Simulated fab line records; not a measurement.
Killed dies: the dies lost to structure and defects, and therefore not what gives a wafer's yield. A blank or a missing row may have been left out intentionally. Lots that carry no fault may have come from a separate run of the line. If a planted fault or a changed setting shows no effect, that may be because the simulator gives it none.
A lot that was struck, set against a sound lot -- flow sky130 -- 20 steps out of a route of 708
Sound: these wafers, L612.2, L612.5, L612.6. Struck: wafers L618.1, L618.3, L618.6. The cause is named last.
At each step with rows: each side's tool, then ch and its chambers, then its first start. Under that, the readings that differ: sound wafers -- struck wafers -- difference of the means -- sigmas: that difference in standard deviations of wafers without a fault.
alike: readings with means less than 2 such deviations apart, plus words and numbers identical on both sides. not compared: withheld readings, readings lacking a value on some wafer, bounds such as >300 that could conceal the same value, and numbers that have no deviation in the record and whose values overlap.
A row with sigmas, a row that says differs or no value, or rows on one side alone: a step with any of these is where the two part. Non-overlapping numbers with no deviation appear without sigmas and do not part them. A reading that every wafer of one side lacks parts them only if that side has two wafers or more.

first, 4 steps without rows for these wafers: SKY_METAL2_STRIP_21 (strips in post etch residue remover, time 1200 s); SKY_METAL2_CLEAN_22 (cleans in IPA, time 180 s); SKY_METAL2_CLEAN_23 (cleans in O3/DIW); SKY_VIA2_HDPCVD_00 (deposits SiO2, target thk 1180 nm, time 196.7 s).
SKY_VIA2_THK_MEAS_01:
  sound: film-metro-01 at day 39 20:15; struck: film-metro-02 at day 41 02:34
  alike: VIA2_HDPCVD_THK
SKY_VIA2_CMP_02: polishes SiO2.
  sound on cmp-02 ch 2,3, day 39 20:21; struck on cmp-02 ch 1,2, day 41 02:38
  alike: motor-current-A, slurry-flow-ml-min
SKY_VIA2_BOW_MEAS_03:
  sound: film-metro-02 at day 39 20:37; struck: film-metro-01 at day 41 02:56
  alike: VIA2_BOW
then, 5 steps without rows for these wafers: SKY_VIA2_DEHYDRATE_04 (time 60 s); SKY_VIA2_HMDS_05 (prime time 60 s); SKY_VIA2_COAT_06 (resist thk 60 nm); SKY_VIA2_COAT_07 (resist thk 450 nm); SKY_VIA2_SOFTBAKE_08 (time 90 s).
SKY_VIA2_EXPOSE_09: exposes mask VIM2, target cd 200 nm.
  sound on krf-scanner-01 ch 0, day 40 09:05; struck on krf-scanner-01 ch 0, day 41 15:53
reading,sound,struck,difference,sigmas
exposure-dose-mJ-cm2,38.03 38.00 38.07,42.65 42.64 42.65,+4.61,+99 or more
  alike: mask, reticle-temp-C
then, 2 steps without rows for these wafers: SKY_VIA2_PEB_10; SKY_VIA2_DEVELOP_11 (develop time 60 s).
SKY_VIA2_CD_MEAS_12: target cd 200 nm.
  sound: cd-sem-01 at day 40 21:25; struck: cd-sem-01 at day 42 03:26
reading,sound,struck,difference,sigmas
cd-nm (nm),198.3 198.3 199.4,220.4 220.4 222.1,+22.3,+16
SKY_VIA2_OVL_MEAS_13:
  sound: overlay-01 at day 40 21:31; struck: overlay-01 at day 42 03:33
  alike: VIA2_OVL
SKY_VIA2_ETCH_14: etches BARC in N2/H2, stops on SiO2, time 45.9 s, target depth 60 nm.
  sound on rie-diel-01 ch 1,2, day 40 21:32; struck on rie-diel-02 ch 1,3, day 42 03:35
reading,sound,struck,difference,sigmas
model.VIA2.cd-nm (nm),198.4 198.3 199.5,221.2 219.6 221.3,+22.0,
  alike: drypump-motor-current-A, oes-product-au, throttle-valve-pct
  not compared: rf-hours-counter-h
SKY_VIA2_ETCH_15: etches SiO2 in C4F8/O2/Ar, stops on TiN, target depth 546 nm, time 84 s.
  sound on rie-diel-01 ch 1,2, day 40 21:35; struck on rie-diel-02 ch 1,3, day 42 03:38
reading,sound,struck,difference,sigmas
model.VIA2.cd-nm (nm),202.4 202.4 201.6,223.3 221.7 223.9,+20.8,
  alike: oes-product-au
  not compared: rf-hours-counter-h
SKY_VIA2_STRIP_16: strips in O2/N2.
  sound on plasma-asher-01 ch 0,1, day 40 21:39; struck on plasma-asher-04 ch 0,1, day 42 03:41
  alike: drypump-motor-current-A, oes-product-au, strip-time-to-endpoint-s
  not compared: rf-hours-counter-h

== WHERE THEY PART ==
First at SKY_VIA2_EXPOSE_09; last, within this record, at SKY_VIA2_CD_MEAS_12. Later steps at which nothing parts them and some readings are alike: SKY_VIA2_OVL_MEAS_13, SKY_VIA2_ETCH_14, SKY_VIA2_ETCH_15, SKY_VIA2_STRIP_16.

WHY: the cause the simulator had injected
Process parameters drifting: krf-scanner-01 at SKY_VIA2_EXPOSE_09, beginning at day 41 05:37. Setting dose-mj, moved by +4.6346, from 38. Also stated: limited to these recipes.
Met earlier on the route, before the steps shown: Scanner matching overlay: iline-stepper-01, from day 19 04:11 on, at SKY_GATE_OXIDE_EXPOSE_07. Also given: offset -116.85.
